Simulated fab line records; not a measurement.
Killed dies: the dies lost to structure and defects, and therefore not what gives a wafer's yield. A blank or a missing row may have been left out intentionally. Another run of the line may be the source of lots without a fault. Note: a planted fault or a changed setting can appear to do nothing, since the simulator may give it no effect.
The tool behind it: which one? / flow gf180mcu / 10 lots, 30 wafers sampled, at 7 steps of a route of 602

WHAT EACH GAUGE READ, for each wafer
GF_M4_OVL_MEAS_15.
lot=L721; measured=day 23 11:52; on=overlay-02; M4_OVL (nm)=-14 -11 -3
lot=L722; measured=day 24 01:50; on=overlay-01; M4_OVL (nm)=-2 -3 -4
lot=L723; measured=day 24 06:34; on=overlay-02; M4_OVL (nm)=-2 6 3
lot=L730; measured=day 26 15:47; on=overlay-01; M4_OVL (nm)=-11 -3 -9
lot=L731; measured=day 27 04:35; on=overlay-02; M4_OVL (nm)=8 6 2
lot=L732; measured=day 27 06:17; on=overlay-02; M4_OVL (nm)=-8 -11 -1
lot=L734; measured=day 27 17:31; on=overlay-01; M4_OVL (nm)=4 6 -7
lot=L735; measured=day 28 07:40; on=overlay-02; M4_OVL (nm)=4 11 12
lot=L738; measured=day 28 23:52; on=overlay-01; M4_OVL (nm)=0 4 5
lot=L739; measured=day 29 09:34; on=overlay-01; M4_OVL (nm)=-11 -10 -12

GF_MIM_RS_MEAS_10: uses a four-point probe to measure.
lot=L721; measured=day 24 13:52; on=film-metro-04; MIM_ALCU_RS (ohm/sq)=0.1598 0.1593 0.1592
lot=L722; measured=day 25 03:38; on=film-metro-01; MIM_ALCU_RS (ohm/sq)=0.1620 0.1618 0.1625
lot=L723; measured=day 25 07:34; on=film-metro-02; MIM_ALCU_RS (ohm/sq)=0.1600 0.1598 0.1595
lot=L730; measured=day 27 14:56; on=film-metro-02; MIM_ALCU_RS (ohm/sq)=0.1736 0.1733 0.1744 0.1738 0.1732 0.1742
lot=L731; measured=day 28 03:38; on=film-metro-02; MIM_ALCU_RS (ohm/sq)=0.1620 0.1602 0.1608
lot=L732; measured=day 28 05:25; on=film-metro-04; MIM_ALCU_RS (ohm/sq)=0.1723 0.1725 0.1712 0.1718 0.1726 0.1713
lot=L734; measured=day 28 17:07; on=film-metro-04; MIM_ALCU_RS (ohm/sq)=0.1594 0.1602 0.1601
lot=L735; measured=day 29 06:26; on=film-metro-01; MIM_ALCU_RS (ohm/sq)=0.1593 0.1599 0.1591
lot=L738; measured=day 29 22:17; on=film-metro-01; MIM_ALCU_RS (ohm/sq)=0.1621 0.1632 0.1620
lot=L739; measured=day 30 07:28; on=film-metro-02; MIM_ALCU_RS (ohm/sq)=0.1609 0.1598 0.1601

GF_MIM_THK_MEAS_11: measures by xrf.
lot=L721; measured=day 24 13:59; on=film-metro-04; MIM_ALCU_THK (nm)=201.8 202.6 201.2
lot=L722; measured=day 25 03:44; on=film-metro-01; MIM_ALCU_THK (nm)=200.5 201.2 201.0
lot=L723; measured=day 25 07:41; on=film-metro-02; MIM_ALCU_THK (nm)=201.3 202.4 201.8
lot=L730; measured=day 27 17:09; on=film-metro-02; MIM_ALCU_THK (nm)=187.5 188.9 187.3 188.2 188.5 187.4
lot=L731; measured=day 28 03:45; on=film-metro-02; MIM_ALCU_THK (nm)=199.2 201.5 200.4
lot=L732; measured=day 28 15:22; on=film-metro-04; MIM_ALCU_THK (nm)=188.8 188.6 190.3 188.7 187.4 188.2
lot=L734; measured=day 28 17:14; on=film-metro-04; MIM_ALCU_THK (nm)=204.2 203.2 203.5
lot=L735; measured=day 29 06:33; on=film-metro-01; MIM_ALCU_THK (nm)=204.2 202.6 203.5
lot=L738; measured=day 29 22:24; on=film-metro-01; MIM_ALCU_THK (nm)=199.7 199.2 200.0
lot=L739; measured=day 30 07:35; on=film-metro-02; MIM_ALCU_THK (nm)=201.2 202.5 202.5

GF_M5_CD_MEAS_07: target cd 280 nm.
lot=L721; measured=day 26 10:14; on=cd-sem-01; cd-nm (nm)=280.8 281.7 281.6
lot=L722; measured=day 26 22:32; on=cd-sem-02; cd-nm (nm)=282.0 281.8 280.6
lot=L723; measured=day 27 02:20; on=cd-sem-01; cd-nm (nm)=278.0 279.1 278.9
lot=L730; measured=day 29 06:12; on=cd-sem-01; cd-nm (nm)=279.3 279.2 279.3
lot=L731; measured=day 29 17:28; on=cd-sem-02; cd-nm (nm)=282.5 282.4 281.9
lot=L732; measured=day 29 19:43; on=cd-sem-01; cd-nm (nm)=278.1 278.9 278.6
lot=L734; measured=day 30 07:03; on=cd-sem-02; cd-nm (nm)=279.5 278.4 279.9
lot=L735; measured=day 30 19:18; on=cd-sem-02; cd-nm (nm)=279.3 280.6 280.7
lot=L738; measured=day 31 10:45; on=cd-sem-01; cd-nm (nm)=278.9 280.3 280.3
lot=L739; measured=day 31 19:07; on=cd-sem-01; cd-nm (nm)=279.8 279.9 280.4

WHAT TOOL EACH LOT RAN ON (gives the tool, then ch and the chambers of the sampled wafers, and finally the start)
lot=L721; GF_MIM_SPUTTER_03=pvd-sputter-01, day 24 13:37; GF_MIM_SPUTTER_08=pvd-sputter-01, day 24 13:49; GF_MIM_METAL_ETCH_19=rie-metal-03 ch 0,1, day 25 11:42
lot=L722; GF_MIM_SPUTTER_03=pvd-sputter-03, day 25 03:20; GF_MIM_SPUTTER_08=pvd-sputter-02, day 25 03:32; GF_MIM_METAL_ETCH_19=rie-metal-01 ch 0,1, day 26 01:01
lot=L723; GF_MIM_SPUTTER_03=pvd-sputter-03, day 25 07:19; GF_MIM_SPUTTER_08=pvd-sputter-02, day 25 07:31; GF_MIM_METAL_ETCH_19=rie-metal-01 ch 0, day 26 04:55
lot=L730; GF_MIM_SPUTTER_03=pvd-sputter-02, day 27 14:41; GF_MIM_SPUTTER_08=pvd-sputter-03, day 27 14:53; GF_MIM_METAL_ETCH_19=rie-metal-03 ch 0,1, day 28 10:36
lot=L731; GF_MIM_SPUTTER_03=pvd-sputter-02, day 28 03:22; GF_MIM_SPUTTER_08=pvd-sputter-01, day 28 03:34; GF_MIM_METAL_ETCH_19=rie-metal-01 ch 0,1, day 28 22:02
lot=L732; GF_MIM_SPUTTER_03=pvd-sputter-01, day 28 05:08; GF_MIM_SPUTTER_08=pvd-sputter-03, day 28 05:20; GF_MIM_METAL_ETCH_19=rie-metal-01 ch 0,1, day 29 00:17
lot=L734; GF_MIM_SPUTTER_03=pvd-sputter-01, day 28 16:52; GF_MIM_SPUTTER_08=pvd-sputter-02, day 28 17:04; GF_MIM_METAL_ETCH_19=rie-metal-01 ch 0,1, day 29 12:02
lot=L735; GF_MIM_SPUTTER_03=pvd-sputter-01, day 29 06:10; GF_MIM_SPUTTER_08=pvd-sputter-02, day 29 06:22; GF_MIM_METAL_ETCH_19=rie-metal-04 ch 0,1, day 30 00:45
lot=L738; GF_MIM_SPUTTER_03=pvd-sputter-02, day 29 22:01; GF_MIM_SPUTTER_08=pvd-sputter-01, day 29 22:13; GF_MIM_METAL_ETCH_19=rie-metal-03 ch 0,1, day 30 16:29
lot=L739; GF_MIM_SPUTTER_03=pvd-sputter-03, day 30 07:11; GF_MIM_SPUTTER_08=pvd-sputter-02, day 30 07:23; GF_MIM_METAL_ETCH_19=rie-metal-04 ch 0,1, day 31 01:14
- GF_MIM_SPUTTER_03: material Ti, target thk 10 nm, time 6.7 s.
- GF_MIM_SPUTTER_08: material AlCu, target thk 200 nm, time 10.6 s.
- GF_MIM_METAL_ETCH_19: etches the open film in Cl2/BCl3, stops on Si3N4, target depth 324.5 nm, time 54.1 s.

WHAT THE TOOLS THEMSELVES READ (means of the sampled wafers that have a number; where no wafer has one, the mark that the record gives instead)
GF_MIM_SPUTTER_03.
lot=L721; tool=pvd-sputter-01; cathode-dc-power-W (W)=2999.8; throttle-valve-pct (%)=28.3
lot=L722; tool=pvd-sputter-03; cathode-dc-power-W (W)=2999.7; throttle-valve-pct (%)=30.2
lot=L723; tool=pvd-sputter-03; cathode-dc-power-W (W)=2999.6; throttle-valve-pct (%)=30.1
lot=L730; tool=pvd-sputter-02; cathode-dc-power-W (W)=3000.1; throttle-valve-pct (%)=29.2
lot=L731; tool=pvd-sputter-02; cathode-dc-power-W (W)=3000.5; throttle-valve-pct (%)=29.3
lot=L732; tool=pvd-sputter-01; cathode-dc-power-W (W)=3000.3; throttle-valve-pct (%)=29.0
lot=L734; tool=pvd-sputter-01; cathode-dc-power-W (W)=2999.5; throttle-valve-pct (%)=28.5
lot=L735; tool=pvd-sputter-01; cathode-dc-power-W (W)=3000.0; throttle-valve-pct (%)=28.4
lot=L738; tool=pvd-sputter-02; cathode-dc-power-W (W)=2999.6; throttle-valve-pct (%)=29.1
lot=L739; tool=pvd-sputter-03; cathode-dc-power-W (W)=3000.4; throttle-valve-pct (%)=30.0

GF_MIM_SPUTTER_08.
lot=L721; tool=pvd-sputter-01; cathode-dc-power-W (W)=10600; throttle-valve-pct (%)=28.4
lot=L722; tool=pvd-sputter-02; cathode-dc-power-W (W)=10600; throttle-valve-pct (%)=29.3
lot=L723; tool=pvd-sputter-02; cathode-dc-power-W (W)=10600; throttle-valve-pct (%)=28.7
lot=L730; tool=pvd-sputter-03; cathode-dc-power-W (W)=9858; throttle-valve-pct (%)=30.0
lot=L731; tool=pvd-sputter-01; cathode-dc-power-W (W)=10600; throttle-valve-pct (%)=28.7
lot=L732; tool=pvd-sputter-03; cathode-dc-power-W (W)=9859; throttle-valve-pct (%)=30.1
lot=L734; tool=pvd-sputter-02; cathode-dc-power-W (W)=10600; throttle-valve-pct (%)=29.1
lot=L735; tool=pvd-sputter-02; cathode-dc-power-W (W)=10601; throttle-valve-pct (%)=28.7
lot=L738; tool=pvd-sputter-01; cathode-dc-power-W (W)=10601; throttle-valve-pct (%)=29.0
lot=L739; tool=pvd-sputter-02; cathode-dc-power-W (W)=10599; throttle-valve-pct (%)=28.5

GF_MIM_METAL_ETCH_19.
lot=L721; tool=rie-metal-03; bcl3-flow-sccm (sccm)=39.97; drypump-motor-current-A (A)=5.56; oes-product-au (a.u.)=0.948; throttle-valve-pct (%)=28.274
lot=L722; tool=rie-metal-01; bcl3-flow-sccm (sccm)=39.85; drypump-motor-current-A (A)=5.85; oes-product-au (a.u.)=0.935; throttle-valve-pct (%)=28.282
lot=L723; tool=rie-metal-01; bcl3-flow-sccm (sccm)=39.83; drypump-motor-current-A (A)=5.87; oes-product-au (a.u.)=0.945; throttle-valve-pct (%)=28.283
lot=L730; tool=rie-metal-03; bcl3-flow-sccm (sccm)=39.98; drypump-motor-current-A (A)=5.52; oes-product-au (a.u.)=0.915; throttle-valve-pct (%)=28.309
lot=L731; tool=rie-metal-01; bcl3-flow-sccm (sccm)=39.99; drypump-motor-current-A (A)=5.88; oes-product-au (a.u.)=0.938; throttle-valve-pct (%)=28.298
lot=L732; tool=rie-metal-01; bcl3-flow-sccm (sccm)=39.81; drypump-motor-current-A (A)=5.89; oes-product-au (a.u.)=0.924; throttle-valve-pct (%)=28.301
lot=L734; tool=rie-metal-01; bcl3-flow-sccm (sccm)=40.02; drypump-motor-current-A (A)=5.87; oes-product-au (a.u.)=0.940; throttle-valve-pct (%)=28.278
lot=L735; tool=rie-metal-04; bcl3-flow-sccm (sccm)=39.97; drypump-motor-current-A (A)=5.87; oes-product-au (a.u.)=0.945; throttle-valve-pct (%)=28.290
lot=L738; tool=rie-metal-03; bcl3-flow-sccm (sccm)=40.04; drypump-motor-current-A (A)=5.52; oes-product-au (a.u.)=0.937; throttle-valve-pct (%)=28.292
lot=L739; tool=rie-metal-04; bcl3-flow-sccm (sccm)=39.98; drypump-motor-current-A (A)=5.87; oes-product-au (a.u.)=0.942; throttle-valve-pct (%)=28.282

THE ANSWER, worked out from the rows above alone
Rule: the usual values come from the lots themselves. Put in order of their means at a reading, lots are off if they are a third of the lots or fewer, leave a main group of 4 or more, and stand apart from it by a gap of 3 or more times the standard deviation of the main group's means; of several such gaps the widest counts. Not used: any main group whose means are identical at the precision the tables above print for the reading. A lot without any number at a reading at which 4 lots or more have one is off too. All remaining lots with rows at the step are treated as sound. First the gauges in route order, then the tools' own readings, where a lot's mean is used as printed above. At the first step where some lot is off, the reading lying furthest off is the one used; lots without a number count as furthest.
Off: L730, L732, seen at GF_MIM_RS_MEAS_10 (MIM_ALCU_RS). The main group: mean 0.1605 ohm/sq, standard deviation 0.0011.
A tool fits if, at a process step before that reading, it ran every lot that is off, and no sound lot after the first of them. Not tried: the gauges at GF_MIM_RS_MEAS_10; whatever is off there is also off at GF_MIM_SPUTTER_08, on other tools, and gauge error can't account for it. One candidate fits, namely pvd-sputter-03 at GF_MIM_SPUTTER_08. It ran no sound lot before its first lot that is off in this sample, so the start can't be narrowed down.
On the lots that are off, the tool's own readings at GF_MIM_SPUTTER_08 differ by more than 5 times the standard deviation of the sound lots' means, which bears it out; cathode-dc-power-W reads 9858 W there versus 10600 W on the sound lots.

WHAT WAS PUT IN BY THE SIMULATOR
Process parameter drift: pvd-sputter-03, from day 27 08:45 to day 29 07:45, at GF_MIM_SPUTTER_08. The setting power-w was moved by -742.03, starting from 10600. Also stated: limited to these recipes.
Lots struck among those shown: L730, L732. The rule above found the same.
